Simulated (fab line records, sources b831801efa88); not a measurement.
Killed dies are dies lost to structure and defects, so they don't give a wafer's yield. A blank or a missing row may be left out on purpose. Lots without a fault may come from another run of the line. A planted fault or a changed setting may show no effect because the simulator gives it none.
A struck lot beside a sound one | flow sfq_line | 28 steps out of a route of 325
Sound: wafers L481.2, L481.3, L481.6. Struck: wafers L480.2, L480.5, L480.6. The cause comes at the end.
At each step with rows: each side's tool, then ch and its chambers, then its first start. Under that, the readings that differ: sound wafers | struck wafers | difference of the means | sigmas: that difference in standard deviations of wafers without a fault.
alike: readings whose means differ by less than 2 such deviations, and words and numbers that are the same on both sides. not compared: withheld readings, readings that some wafer has no value for, bounds like >300 that may hide the same value, and numbers for which the record gives no deviation and whose values overlap.
The two part at a step that has a row with sigmas, a row that says differs or no value, or rows on one side only. Numbers that don't overlap but have no deviation are shown without sigmas and don't part them. A reading that every wafer of one side lacks parts them only if that side has two wafers or more.

first, 6 steps without rows for these wafers: SFQ_TRILAYER_M2_LITHO_COAT_062 (resist thk 62 nm); SFQ_TRILAYER_M2_LITHO_COAT_057 (resist thk 600 nm); SFQ_TRILAYER_M2_LITHO_SOFTBAKE_061; SFQ_TRILAYER_M2_LITHO_EXPOSE_058 (exposes mask M2, target cd 500 nm); SFQ_TRILAYER_M2_LITHO_PEB_060 (peb time 60 s); SFQ_TRILAYER_M2_LITHO_DEVELOP_059 (time 60 s).
SFQ_M2_OVL_MEAS_916:
  sound on overlay-01, day 22 02:37; struck on overlay-02, day 21 22:17
  alike: M2_OVL
then, 1 step without rows for these wafers: SFQ_TRILAYER_M2_BARC_OPEN_METAL_ETCH_077 (etches BARC in O2, target depth 125 nm, time 41.7 s).
SFQ_TRILAYER_M2_ETCH_METAL_ETCH_060: etches Nb in Cl2/Ar, stops on SiO2, target depth 240 nm, time 120 s.
  sound on rie_metal-04 ch 0, day 22 02:43; struck on rie_metal-02 ch 0,1, day 21 22:23
  reading    | sound             | struck            | difference | sigmas
  bias_w (W) | 79.29 79.42 79.77 | 80.23 80.44 80.42 | +0.87      | +3
  alike: drypump_motor_current_A, oes_product_au
  not compared: rf_hours_counter_h
SFQ_TRILAYER_M2_STRIP_STRIP_061: strips in O2.
  sound on rie_metal-04 ch 0, day 22 02:50; struck on rie_metal-02 ch 0,1, day 21 22:31
  alike: drypump_motor_current_A, oes_product_au
  not compared: rf_hours_counter_h
then, 1 step without rows for these wafers: SFQ_TRILAYER_M2_STRIP_SOLV_CLEAN_062 (cleans in NMP, time 600 s).
SFQ_TRILAYER_I2_DEP_PECVD_063: deposits SiO2 from SiH4/N2O, time 111.11 s, target thk 500 nm.
  sound on pecvd-01 ch 0,2, day 22 03:37; struck on pecvd-01 ch 0,1,2, day 21 23:17
  alike: heater_power_w, throttle_valve_pct
SFQ_TRILAYER_I2_CMP_CMP_064: polishes SiO2.
  sound on cmp-01 ch 1,2, day 22 16:31; struck on cmp-02 ch 1,2, day 22 12:10
  reading                                             | sound             | struck          | difference | sigmas
  time_to_endpoint_s (s)                              | 212 208 211       | 239 252 231     | +30        | +3
  model.SiO2_of_TRILAYER_I2_DEP_PECVD_063.thk_nm (nm) | 201.1 198.8 197.5 | 181.5 182 179.6 | -18.1      |
  alike: motor_current_A
SFQ_I2_BOW_MEAS_917:
  sound on film_metro-01, day 22 19:02; struck on film_metro-01, day 22 15:11
  alike: I2_BOW
SFQ_TRILAYER_I2_METRO_MEASURE_065:
  sound on film_metro-01, day 22 19:20; struck on film_metro-01, day 22 15:29
  reading     | sound             | struck            | difference | sigmas
  thk_nm (nm) | 201.2 198.8 197.4 | 181.6 181.8 179.6 | -18.1      | -13
then, 6 steps without rows for these wafers: SFQ_TRILAYER_I2_VIA_LITHO_COAT_072 (resist thk 62 nm); SFQ_TRILAYER_I2_VIA_LITHO_COAT_067 (resist thk 650 nm); SFQ_TRILAYER_I2_VIA_LITHO_SOFTBAKE_071; SFQ_TRILAYER_I2_VIA_LITHO_EXPOSE_068 (exposes mask I2, target cd 500 nm); SFQ_TRILAYER_I2_VIA_LITHO_PEB_070 (peb time 60 s); SFQ_TRILAYER_I2_VIA_LITHO_DEVELOP_069 (time 60 s).
-- the record jumps here: 4 days lie between the struck wafers' starts before and after --
SFQ_I2_OVL_MEAS_918:
  sound on overlay-01, day 26 23:29; struck on overlay-02, day 26 18:41
  alike: I2_OVL
SFQ_TRILAYER_I2_VIA_BARC_OPEN_VIA_ETCH_096: etches BARC in O2, target depth 125 nm, time 41.7 s.
  sound on rie_diel-01 ch 0,1,2, day 26 23:31; struck on rie_diel-01 ch 0,3, day 26 18:43
  alike: bias_w, drypump_motor_current_A, oes_product_au
  not compared: rf_hours_counter_h
SFQ_TRILAYER_I2_VIA_ETCH_VIA_ETCH_070: etches SiO2 in CHF3, stops on Nb, target depth 260 nm.
  sound on rie_diel-01 ch 0,1,2, day 26 23:33; struck on rie_diel-01 ch 0,3, day 26 18:45
  reading                        | sound             | struck            | difference | sigmas
  oes_product_au (a.u.)          | 0.860 0.852 0.849 | 0.809 0.811 0.804 | -0.046     | -8
  model.etch.depth_nm (nm)       | 201.1 198.8 197.5 | 181.5 182 179.6   | -18.1      |
  model.I2.feature_depth_nm (nm) | 201.1 198.8 197.5 | 181.5 182 179.6   | -18.1      |
  alike: bias_w, drypump_motor_current_A
then, 2 steps without rows for these wafers: SFQ_TRILAYER_I2_VIA_STRIP_STRIP_071 (strips in O2); SFQ_TRILAYER_I2_VIA_STRIP_SOLV_CLEAN_072 (cleans in NMP, time 600 s).
SFQ_TRILAYER_M3_DEP_PRE_CLEAN_074: time 22.5 s.
  sound on pvd_sputter-04, day 27 00:26; struck on pvd_sputter-04, day 26 19:38
  reading                                             | sound           | struck          | difference | sigmas
  model.SiO2_of_TRILAYER_I2_DEP_PECVD_063.thk_nm (nm) | 193.6 191.3 190 | 174 174.5 172.1 | -18        |
SFQ_TRILAYER_M3_DEP_SPUTTER_073: material Nb, target thk 200 nm, time 133.3 s.
  sound on pvd_sputter-04, day 27 00:28; struck on pvd_sputter-04, day 26 19:40
  alike: substrate_temp_c, throttle_valve_pct

WHERE THEY PART
First at SFQ_TRILAYER_M2_ETCH_METAL_ETCH_060; last, within this record, at SFQ_TRILAYER_I2_VIA_ETCH_VIA_ETCH_070. Later steps at which nothing parts them and some readings are alike: SFQ_TRILAYER_M3_DEP_SPUTTER_073.

WHY: what the simulator had put in
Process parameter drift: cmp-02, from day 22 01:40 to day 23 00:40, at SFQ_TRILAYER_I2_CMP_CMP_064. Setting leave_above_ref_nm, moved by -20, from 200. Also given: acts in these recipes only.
